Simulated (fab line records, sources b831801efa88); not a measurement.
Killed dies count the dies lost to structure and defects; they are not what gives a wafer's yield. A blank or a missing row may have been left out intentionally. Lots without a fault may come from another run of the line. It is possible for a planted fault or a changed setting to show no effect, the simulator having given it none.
A struck lot beside a sound one | flow sfqLine | 15 out of 325 route steps
Sound: these wafers, L944.2, L944.3, L944.6. Struck: wafer L954.6 (left out: L954.4, L954.5 of the same lot, which were not struck); the cause appears at the end.
For every step that has rows: the tool of each side, followed by ch and its chambers, followed by its first start. Under that, the readings that differ: sound wafers | struck wafers | difference of the means | sigmas: that difference in standard deviations of wafers without a fault.
alike: a reading whose means differ by less than 2 such deviations, as well as words and numbers matching on both sides. not compared: withheld readings; readings where some wafer has no value; bounds like >300 that might hide an equal value; numbers whose values overlap and for which the record gives no deviation.
A row with sigmas, a row that says differs or no value, or rows on one side alone: a step with any of these is where the two part. Numbers that don't overlap but have no deviation are shown without sigmas and don't part them. A reading missing from all wafers of one side parts the sides only when that side holds two or more wafers.

first, 1 step without rows for these wafers: SFQ_TRILAYER_M3_STRIP_SOLV_CLEAN_080 (cleans in NMP, time 600 s).
SFQ_TRILAYER_I3_DEP_PECVD_081: deposits SiO2 from SiH4/N2O, time 111.11 s, target thk 500 nm.
  sound on pecvd-04 ch 0,1,2, day 43 02:24; struck on pecvd-04 ch 2, day 48 05:10
  alike: heaterPowerW, throttleValvePct
SFQ_TRILAYER_I3_CMP_CMP_082: polishes SiO2.
  sound on cmp-01 ch 0,2, day 43 15:01; struck on cmp-01 ch 3, day 49 07:31
reading             | sound       | struck | difference | sigmas
timeToEndpointS (s) | 211 201 214 | 229    | +20        | +3
  alike: motorCurrentA
SFQ_I3_BOW_MEAS_922:
  struck on filmMetro-02, day 49 08:34; sound on filmMetro-01, day 43 17:32
  alike: I3_BOW
SFQ_TRILAYER_I3_METRO_MEASURE_083:
  struck on filmMetro-02, day 49 09:14; sound on filmMetro-01, day 43 17:50
  alike: thkNm
then, 6 steps without rows for these wafers: SFQ_TRILAYER_I3_VIA_LITHO_COAT_090 (resist thk 62 nm); SFQ_TRILAYER_I3_VIA_LITHO_COAT_085 (resist thk 650 nm); SFQ_TRILAYER_I3_VIA_LITHO_SOFTBAKE_089; SFQ_TRILAYER_I3_VIA_LITHO_EXPOSE_086 (exposes mask I3, target cd 500 nm); SFQ_TRILAYER_I3_VIA_LITHO_PEB_088 (peb time 60 s); SFQ_TRILAYER_I3_VIA_LITHO_DEVELOP_087 (time 60 s).
-- the record jumps here: 5 days lie between the struck wafers' starts before and after --
SFQ_I3_OVL_MEAS_923:
  struck on overlay-01, day 54 08:04; sound on overlay-01, day 49 02:23
  alike: I3_OVL
SFQ_TRILAYER_I3_VIA_BARC_OPEN_VIA_ETCH_121: etches BARC in O2, target depth 125 nm, time 41.7 s.
  sound on rieDiel-04 ch 1,2, day 49 02:25; struck on rieDiel-01 ch 3, day 54 08:05
reading                                                | sound             | struck | difference | sigmas
rfFwdPowerW (W)                                        | 492.9 494.0 493.9 | 412.7  | -80.9      | -40
model.KrF_of_TRILAYER_I3_VIA_LITHO_COAT_085.thkNm (nm) | 572.6 571.1 570.9 | 581.2  | +9.7       | 
  alike: drypumpMotorCurrentA, oesProductAu
  not compared: rfHoursCounterH
SFQ_TRILAYER_I3_VIA_ETCH_VIA_ETCH_088: etches SiO2 in CHF3, stops on Nb, target depth 260 nm.
  sound on rieDiel-04 ch 1,2, day 49 02:27; struck on rieDiel-01 ch 3, day 54 08:07
reading                                                | sound             | struck | difference | sigmas
oesProductAu (a.u.)                                    | 0.847 0.861 0.854 | 0.867  | +0.013     | +2
model.KrF_of_TRILAYER_I3_VIA_LITHO_COAT_085.thkNm (nm) | 526.6 526 524.8   | 537.4  | +11.6      | 
  alike: drypumpMotorCurrentA, rfFwdPowerW
SFQ_TRILAYER_I3_VIA_STRIP_STRIP_089: strips in O2.
  sound on rieMetal-02 ch 1, day 49 02:34; struck on rieMetal-01 ch 1, day 54 08:26
reading                  | sound       | struck | difference | sigmas
drypumpMotorCurrentA (A) | 6.4 6.4 6.4 | 5.4    | -1.0       | -3
  alike: oesProductAu
  not compared: rfHoursCounterH

WHERE THEY PART
At SFQ_TRILAYER_I3_CMP_CMP_082 first; at SFQ_TRILAYER_I3_VIA_STRIP_STRIP_089 last (within this record only).

WHY: the cause the simulator had injected
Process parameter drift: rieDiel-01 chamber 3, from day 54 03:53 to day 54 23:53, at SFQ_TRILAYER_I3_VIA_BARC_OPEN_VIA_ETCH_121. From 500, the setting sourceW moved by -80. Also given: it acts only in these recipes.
